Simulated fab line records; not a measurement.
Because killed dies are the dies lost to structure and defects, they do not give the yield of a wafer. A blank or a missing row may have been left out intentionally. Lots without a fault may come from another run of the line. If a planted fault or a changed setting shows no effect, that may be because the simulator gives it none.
fab line records -- flow sky130
record lots=6, wafers=18, last_day=50
route steps=708 shown METAL5@669 PASSIVATION@681
lots with no fault: from the same line, run without faults
start_h: start of the lot's first displayed wafer, in hours after the record's first day -- wait_h: how many hours have passed since the lot's step before this one -- " identical to the entry in the row above -- L1.1+2: a row that stands for several wafers -- - no value present, or no start provided -- * or withheld: withheld -- < > ~ a bound
route shown NAME@n: names a module that has steps shown in the file, with the first one's number in the route -- usual: average and standard deviation across the fault-free wafers -- same: alike in all rows -- chamber/n: place in a boat -- sites: readings site by site -- _std_site: standard deviation of those values -- _edge_site: mean of outer sites minus mean of inner sites -- radius_mm: how far each site lies from the wafer's centre -- mask NAME#n: copy n -- behind: the tool/chamber that last shaped the wafer -- hold: why the lot went on hold/how many hours it stayed there/how the hold came to an end -- device: the transistor (n, p or np) that didn't switch -- end of line: the tests these same wafers got at the end of their route -- a step given without rows: its recipe and nothing more -- killed: at the first sort, the dies lost to defects and structure; wafer yield is something else -- map: a wafer's dies, x killed, . not, _ none there
set.NAME: the setting that was run; set.NAME@STEP: the one run at that earlier step -- model.NAME: the simulator's own value behind a step, which no gauge read
certain route steps with their lots: each step a table, each wafer a row
services: a tool's chamber out of use, with start hour (start_h, from the record's first day; less than 0 if before it), hours out, and reason
## steps
# step SKY_METAL5_HMDS_08
# recipe prime_time_s=60, prime_temp_c=120
# step SKY_METAL5_COAT_09
# recipe resist=NOVOLAK, spin_rpm=3000, resist_thk_nm=1800
# step SKY_METAL5_SOFTBAKE_10
# recipe temp_c=90, time_s=60, resist=NOVOLAK
# step SKY_METAL5_EXPOSE_11
# recipe mask_id=MM5, na=0.6, source_shape=conventional, sigma_outer=0.6, polarization=unpolarized, target_cd_nm=1600, dose_mj=190
# step SKY_METAL5_PEB_12
# recipe temp_c=withheld, time_s=*, resist=NOVOLAK
# step SKY_METAL5_DEVELOP_13
# recipe resist=NOVOLAK, developer=TMAH, develop_time_s=60, dev_temp_c=23
# step SKY_METAL5_DESCUM_14
# recipe chemistry=O2, source_power_w=150, bias_power_w=0, pressure_mtorr=10, temp_c=40, time_s=11
# usual drypump_motor_current_A=5.6/0.49, he_backside_leak_sccm=3.4/0.44, oes_product_au=1.006/0.012
lot.wafer,tool,chamber,start_h,wait_h,drypump_motor_current_A,he_backside_leak_sccm,oes_product_au,rf_hours_counter_h
L775.1,rie_metal-04,0,1040.07,0.1,5.2,3.2,1.004,22
L775.2,rie_metal-04,1,1040.07,0.1,6.3,3.2,0.989,10
L775.3,rie_metal-04,0,1040.07,0.1,5.2,3.4,1.006,-
L777.2,rie_metal-01,1,1065.31,0.1,5.6,3.4,1.014,18
L777.4,rie_metal-01,0,1065.31,0.1,5.4,3.4,1.013,-
L777.6,rie_metal-01,0,1065.31,0.1,5.4,3.3,1.020,-
L784.1,rie_metal-04,0,1095.46,0.1,5.2,3.3,1.014,26
L784.4,rie_metal-04,0,1095.46,0.1,5.2,3.3,1.028,-
L784.5,rie_metal-04,0,1095.46,0.1,5.2,3.5,1.020,-
L785.2,rie_metal-02,0,1095.76,0.1,5.2,3.1,0.987,12
L785.4,rie_metal-02,1,1095.76,0.1,4.8,3.5,0.994,-
L785.6,rie_metal-02,1,1095.76,0.1,4.8,3.4,0.995,-
L786.2,rie_metal-04,0,1105.08,0.1,5.2,3.3,1.023,26
L786.4,rie_metal-04,0,1105.08,0.1,5.2,3.6,1.019,-
L786.5,rie_metal-04,0,1105.08,0.1,5.2,3.5,1.021,-
L794.1,rie_metal-04,1,1153.33,0.1,6.4,3.3,1.002,20
L794.4,rie_metal-04,1,1153.33,0.1,6.3,3.4,0.999,-
L794.6,rie_metal-04,1,1153.33,0.1,6.3,3.4,1.009,-
# step SKY_METAL5_METAL_ETCH_15
# recipe target_depth_a=12600, stop_on=SiO2, over_etch_frac=0.2, time_s=252, chemistry=Cl2/BCl3, resist_sidewall_deg=86, pressure_mtorr=10, icp_w=900, bias_w=48.5, Cl2_flow_sccm=60, bcl3_flow_sccm=30
# usual drypump_motor_current_A=5.6/0.5, he_backside_leak_sccm=3.35/0.18, oes_product_au=0.894/0.0051, throttle_valve_pct=22.264/0.0091
# same over_etch_frac=0.2
lot.wafer,tool,chamber,start_h,wait_h,drypump_motor_current_A,he_backside_leak_sccm,oes_product_au,rf_hours_counter_h,throttle_valve_pct
L775.1,rie_metal-04,0,1040.10,0.0,5.3,3.46,0.890,22,22.271
L775.2,rie_metal-04,1,1040.10,0.0,6.3,3.25,0.886,10,22.259
L775.3,rie_metal-04,0,1040.10,0.0,5.3,3.44,0.903,-,22.263
L777.2,rie_metal-01,1,1065.34,0.0,5.6,3.41,0.887,18,22.249
L777.4,rie_metal-01,0,1065.34,0.0,5.4,3.29,0.887,-,22.252
L777.6,rie_metal-01,0,1065.34,0.0,5.5,3.24,0.883,-,22.256
L784.1,rie_metal-04,0,1095.49,0.0,5.2,3.10,0.895,26,22.244
L784.4,rie_metal-04,0,1095.49,0.0,5.2,3.26,0.887,-,22.274
L784.5,rie_metal-04,0,1095.49,0.0,5.2,3.22,0.890,-,22.272
L785.2,rie_metal-02,0,1095.79,0.0,5.2,3.30,0.896,12,22.271
L785.4,rie_metal-02,1,1095.79,0.0,4.8,3.38,0.900,-,22.270
L785.6,rie_metal-02,1,1095.79,0.0,4.8,3.32,0.895,-,22.255
L786.2,rie_metal-04,0,1105.12,0.0,5.2,3.50,0.893,26,22.264
L786.4,rie_metal-04,0,1105.12,0.0,5.2,3.33,0.892,-,22.262
L786.5,rie_metal-04,0,1105.12,0.0,5.3,3.45,0.893,-,22.265
L794.1,rie_metal-04,1,1153.37,0.0,6.4,3.27,0.889,20,22.268
L794.4,rie_metal-04,1,1153.37,0.0,6.4,3.33,0.888,-,22.269
L794.6,rie_metal-04,1,1153.37,0.0,6.3,3.17,0.898,-,22.276
# step SKY_METAL5_STRIP_16
# recipe chemistry=O2/N2, power_w=1400, pressure_mtorr=1500, platen_temp_c=withheld, o2_flow_sccm=3000, n2_flow_sccm=300, overash_fraction=0.5
# usual drypump_motor_current_A=6.1/0.44, oes_product_au=0.710/0.0045, strip_time_to_endpoint_s=13.01/0.15
lot.wafer,tool,chamber,start_h,wait_h,drypump_motor_current_A,oes_product_au,rf_hours_counter_h,strip_time_to_endpoint_s
L775.1,plasma_asher-01,0,1040.34,0.2,6.3,0.721,30,12.88
L775.2,plasma_asher-01,1,1040.34,0.2,5.4,0.709,30,13.09
L775.3,plasma_asher-01,1,1040.34,0.2,5.4,0.715,-,12.92
L777.2,plasma_asher-01,1,1065.58,0.2,5.3,0.709,33,13.03
L777.4,plasma_asher-01,0,1065.58,0.2,6.3,0.704,-,12.93
L777.6,plasma_asher-01,0,1065.58,0.2,6.3,0.708,-,12.98
L784.1,plasma_asher-01,0,1095.73,0.2,6.3,0.716,35,12.83
L784.4,plasma_asher-01,0,1095.73,0.2,6.3,0.708,-,12.88
L784.5,plasma_asher-01,1,1095.73,0.2,5.4,0.719,-,12.87
L785.2,plasma_asher-03,1,1096.03,0.2,6.2,0.709,97,13.38
L785.4,plasma_asher-03,1,1096.03,0.2,6.2,0.713,-,13.23
L785.6,plasma_asher-03,0,1096.03,0.2,6.1,0.708,-,13.21
L786.2,plasma_asher-03,1,1105.35,0.2,6.2,0.707,98,12.79
L786.4,plasma_asher-03,0,1105.35,0.2,6.1,0.713,-,12.82
L786.5,plasma_asher-03,0,1105.35,0.2,6.1,0.712,-,12.84
L794.1,plasma_asher-01,0,1153.60,0.2,6.3,0.714,39,13.12
L794.4,plasma_asher-01,0,1153.60,0.2,6.3,0.714,-,13.05
L794.6,plasma_asher-01,1,1153.60,0.2,5.4,0.717,-,13.22
# step SKY_METAL5_STRIP_17
# recipe chemistry=post_etch_residue_remover, time_s=1200, temp_c=72.5
# step SKY_METAL5_CLEAN_18
# recipe chemistry=IPA, time_s=180, temp_c=25
# step SKY_METAL5_CLEAN_19
# recipe chemistry=O3/DIW, dry=n2_spin
# step SKY_PASSIVATION_CVD_00
# recipe material=SiO2, target_thk_nm=90, temp_c=400, time_s=withheld, rf_w=600
# usual heater_power_w=649/79
lot.wafer,tool,chamber,start_h,wait_h,heater_power_w
L775.1,pecvd-02,0,1040.93,0.0,678
L775.2,pecvd-02,1,1040.93,0.0,766
L775.3,pecvd-02,2,1040.93,0.0,551
L777.2,pecvd-03,1,1066.17,0.0,619
L777.4,pecvd-03,2,1066.17,0.0,706
L777.6,pecvd-03,1,1066.17,0.0,636
L784.1,pecvd-02,2,1096.32,0.0,602
L784.4,pecvd-02,2,1096.32,0.0,622
L784.5,pecvd-02,0,1096.32,0.0,673
L785.2,pecvd-03,2,1096.62,0.0,755
L785.4,pecvd-03,1,1096.62,0.0,649
L785.6,pecvd-03,0,1096.62,0.0,550
L786.2,pecvd-02,0,1105.98,0.0,639
L786.4,pecvd-02,0,1105.98,0.0,638
L786.5,pecvd-02,1,1105.98,0.0,745
L794.1,pecvd-03,2,1154.19,0.0,671
L794.4,pecvd-03,2,1154.19,0.0,685
L794.6,pecvd-03,0,1154.19,0.0,630
# step SKY_PASSIVATION_THK_MEAS_01
# recipe reads=SiO2_of_PASSIVATION_CVD_00
# usual PASSIVATION_CVD_00_THK=90.3/1.2
lot.wafer,tool,chamber,start_h,wait_h,PASSIVATION_CVD_00_THK[nm]
L775.1,film_metro-02,-,1040.95,-,90.8
L775.2,film_metro-02,-,1040.95,-,91.4
L775.3,film_metro-02,-,1040.95,-,89.8
L777.2,film_metro-03,-,1066.20,-,90.6
L777.4,film_metro-03,-,1066.20,-,90.7
L777.6,film_metro-03,-,1066.20,-,91.7
L784.1,film_metro-01,-,1096.34,-,89.3
L784.4,film_metro-01,-,1096.34,-,91.4
L784.5,film_metro-01,-,1096.34,-,73.4
L785.2,film_metro-01,-,1096.65,-,90.9
L785.4,film_metro-01,-,1096.65,-,92.5
L785.6,film_metro-01,-,1096.65,-,91.0
L786.2,film_metro-02,-,1106.01,-,72.0
L786.4,film_metro-02,-,1106.01,-,72.9
L786.5,film_metro-02,-,1106.01,-,90.8
L794.1,film_metro-02,-,1154.21,-,88.6
L794.4,film_metro-02,-,1154.21,-,91.5
L794.6,film_metro-02,-,1154.21,-,91.7
# step SKY_PASSIVATION_CVD_02
# recipe material=Si3N4, target_thk_nm=540, temp_c=400, time_s=withheld, rf_w=450
# usual heater_power_w=700/100
lot.wafer,tool,chamber,start_h,wait_h,heater_power_w
L775.1,pecvd-04,1,1041.01,0.1,746
L775.2,pecvd-04,0,1041.01,0.1,699
L775.3,pecvd-04,2,1041.01,0.1,633
L777.2,pecvd-04,1,1066.25,0.0,695
L777.4,pecvd-04,2,1066.25,0.0,565
L777.6,pecvd-04,2,1066.25,0.0,581
L784.1,pecvd-04,0,1096.40,0.1,792
L784.4,pecvd-04,2,1096.40,0.1,600
L784.5,pecvd-04,1,1096.40,0.1,752
L785.2,pecvd-02,2,1096.70,0.0,641
L785.4,pecvd-02,0,1096.70,0.0,625
L785.6,pecvd-02,1,1096.70,0.0,849
L786.2,pecvd-03,1,1106.06,0.0,709
L786.4,pecvd-03,2,1106.06,0.0,711
L786.5,pecvd-03,0,1106.06,0.0,660
L794.1,pecvd-04,1,1154.27,0.1,750
L794.4,pecvd-04,0,1154.27,0.1,771
L794.6,pecvd-04,1,1154.27,0.1,780
# step SKY_PASSIVATION_THK_MEAS_03
# recipe reads=Si3N4_of_PASSIVATION_CVD_02
# usual PASSIVATION_CVD_02_THK=541/6.8
lot.wafer,tool,chamber,start_h,wait_h,PASSIVATION_CVD_02_THK[nm]
L775.1,film_metro-03,-,1041.23,-,538
L775.2,film_metro-03,-,1041.23,-,542
L775.3,film_metro-03,-,1041.23,-,536
L777.2,film_metro-02,-,1066.60,-,538
L777.4,film_metro-02,-,1066.60,-,545
L777.6,film_metro-02,-,1066.60,-,542
L784.1,film_metro-03,-,1096.62,-,537
L784.4,film_metro-03,-,1096.62,-,547
L784.5,film_metro-03,-,1096.62,-,539
L785.2,film_metro-03,-,1096.93,-,536
L785.4,film_metro-03,-,1096.93,-,537
L785.6,film_metro-03,-,1096.93,-,550
L786.2,film_metro-03,-,1106.30,-,535
L786.4,film_metro-03,-,1106.30,-,537
L786.5,film_metro-03,-,1106.30,-,536
L794.1,film_metro-03,-,1154.50,-,540
L794.4,film_metro-03,-,1154.50,-,555
L794.6,film_metro-03,-,1154.50,-,555
# step SKY_PASSIVATION_DEHYDRATE_04
# recipe temp_c=200, time_s=60
# step SKY_PASSIVATION_HMDS_05
# recipe prime_time_s=60, prime_temp_c=120
# step SKY_PASSIVATION_COAT_06
# recipe spin_rpm=2000, resist_thk_nm=3000
# step SKY_PASSIVATION_SOFTBAKE_07
# recipe temp_c=110, time_s=withheld
# step SKY_PASSIVATION_EXPOSE_08
# recipe mask_id=NSM, target_cd_nm=3000, na=0.57, dose_mj=260
# step SKY_PASSIVATION_PEB_09
# recipe temp_c=115, time_s=withheld
# step SKY_PASSIVATION_DEVELOP_10
# recipe develop_time_s=60, dev_temp_c=22.09
# step SKY_PASSIVATION_ETCH_11
# recipe chemistry=CF4/O2, target_depth_nm=725, stop_on=AlCu, source_w=800, bias_w=150, pressure_mtorr=150, cf4_flow_sccm=80, O2_flow_sccm=10, time_s=161.1
# usual drypump_motor_current_A=5.8/0.43, oes_product_au=0.979/0.007, throttle_valve_pct=5.965/0.0099
lot.wafer,tool,chamber,start_h,wait_h,drypump_motor_current_A,oes_product_au,rf_hours_counter_h,throttle_valve_pct
L775.1,rie_diel-02,2,1062.87,-,5.6,0.979,13,5.956
L775.2,rie_diel-02,0,1062.87,-,5.9,0.982,23,5.965
L775.3,rie_diel-02,1,1062.87,-,6.5,0.971,23,5.961
L777.2,rie_diel-02,3,1087.63,-,5.0,0.978,24,5.956
L777.4,rie_diel-02,1,1087.63,-,6.5,0.977,25,5.977
L777.6,rie_diel-02,0,1087.63,-,5.9,0.983,-,5.968
L784.1,rie_diel-02,2,1117.02,-,5.7,0.980,15,5.965
L784.4,rie_diel-02,2,1117.02,-,5.7,0.983,-,5.967
L784.5,rie_diel-02,1,1117.02,-,6.5,0.965,-,5.962
L785.2,rie_diel-01,1,1117.37,-,5.4,0.988,19,5.951
L785.4,rie_diel-01,3,1117.37,-,5.4,0.974,18,5.975
L785.6,rie_diel-01,2,1117.37,-,5.4,0.983,-,5.976
L786.2,rie_diel-03,1,1126.42,-,5.5,0.954,19,5.979
L786.4,rie_diel-03,1,1126.42,-,5.6,0.950,-,5.955
L786.5,rie_diel-03,3,1126.42,-,6.0,0.977,-,5.973
L794.1,rie_diel-03,0,1171.17,-,6.3,0.978,9,5.954
L794.4,rie_diel-03,2,1171.17,-,6.3,0.993,18,5.964
L794.6,rie_diel-03,0,1171.17,-,6.3,0.981,-,5.948
# step SKY_PASSIVATION_STRIP_12
# recipe chemistry=O2/N2, power_w=1400, pressure_mtorr=1500, platen_temp_c=withheld, overash_fraction=0.7, o2_flow_sccm=3000, n2_flow_sccm=300
# usual drypump_motor_current_A=5.9/0.61, oes_product_au=0.661/0.005, strip_time_to_endpoint_s=31.51/0.14
lot.wafer,tool,chamber,start_h,wait_h,drypump_motor_current_A,oes_product_au,rf_hours_counter_h,strip_time_to_endpoint_s
L775.1,plasma_asher-01,1,1062.97,0.1,5.4,0.661,32,31.41
L775.2,plasma_asher-01,0,1062.97,0.1,6.3,0.655,32,31.48
L775.3,plasma_asher-01,1,1062.97,0.1,5.4,0.663,-,31.56
L777.2,plasma_asher-04,0,1087.74,0.1,6.4,0.655,64,31.86
L777.4,plasma_asher-04,1,1087.74,0.1,6.6,0.652,-,31.83
L777.6,plasma_asher-04,0,1087.74,0.1,6.4,0.661,-,31.72
L784.1,plasma_asher-02,1,1117.13,0.1,5.6,0.660,6,31.50
L784.4,plasma_asher-02,0,1117.13,0.1,5.0,0.666,-,31.44
L784.5,plasma_asher-02,1,1117.13,0.1,5.6,0.655,-,31.56
L785.2,plasma_asher-04,1,1117.48,0.1,6.6,0.666,67,31.55
L785.4,plasma_asher-04,0,1117.48,0.1,6.4,0.661,-,31.25
L785.6,plasma_asher-04,0,1117.48,0.1,6.4,0.662,-,31.44
L786.2,plasma_asher-01,1,1126.52,0.1,5.3,0.664,37,31.46
L786.4,plasma_asher-01,0,1126.52,0.1,6.3,0.658,-,31.44
L786.5,plasma_asher-01,0,1126.52,0.1,6.3,0.665,-,31.46
L794.1,plasma_asher-01,1,1171.27,0.1,5.3,0.659,41,31.52
L794.4,plasma_asher-01,0,1171.27,0.1,6.3,0.664,-,31.48
L794.6,plasma_asher-01,0,1171.27,0.1,6.4,0.664,-,31.66
## services
tool,chamber,start_h,hours,kind
rie_diel-03,2,1017.03,4.3,repair
pecvd-04,2,1025.43,3.7,repair
pecvd-04,-,1030.17,2.8,pm
rie_diel-02,3,1040.57,45.5,repair
rie_diel-02,1,1051.86,2.7,repair
plasma_asher-02,-,1055.25,9.0,pm
pecvd-04,0,1058.78,9.8,repair
plasma_asher-03,-,1063.39,3.1,repair
rie_diel-01,3,1063.39,11.3,repair
rie_diel-01,-,1067.27,0.2,repair
plasma_asher-01,-,1069.28,3.0,repair
rie_diel-02,0,1074.58,2.1,repair
pecvd-03,-,1079.33,2.8,pm
rie_metal-01,-,1087.04,14.6,pm
rie_diel-02,3,1108.59,9.6,repair
plasma_asher-04,-,1108.99,2.9,repair
plasma_asher-01,-,1110.52,15.6,pm
plasma_asher-03,-,1116.75,2.3,repair
rie_diel-03,0,1122.38,4.3,repair
rie_metal-02,-,1142.69,1.4,pm
rie_diel-01,2,1144.34,2.2,repair
rie_diel-02,1,1158.32,6.0,repair
rie_metal-01,-,1160.00,1.4,pm
rie_diel-03,1,1162.73,6.0,repair
## key
first_sign step=SKY_PASSIVATION_THK_MEAS_01, reading=PASSIVATION_CVD_00_THK, direction=down, sigmas=15, usual=90.3, struck=72.8
effect none on later readings
met_at SKY_PASSIVATION_CVD_00
struck_wafers L784.5,L786.2,L786.4
onset_between 1040.93 1096.32
fault kind=site_profile_drift, tool=pecvd-02, chamber=0, onset_h=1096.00, steps=SKY_PASSIVATION_CVD_00, basis=fraction, max_abs_drift=0.44368, slope_share_per_hr=98.596, site_pattern=0,0,0,0,0,-1,-1,-1,-1
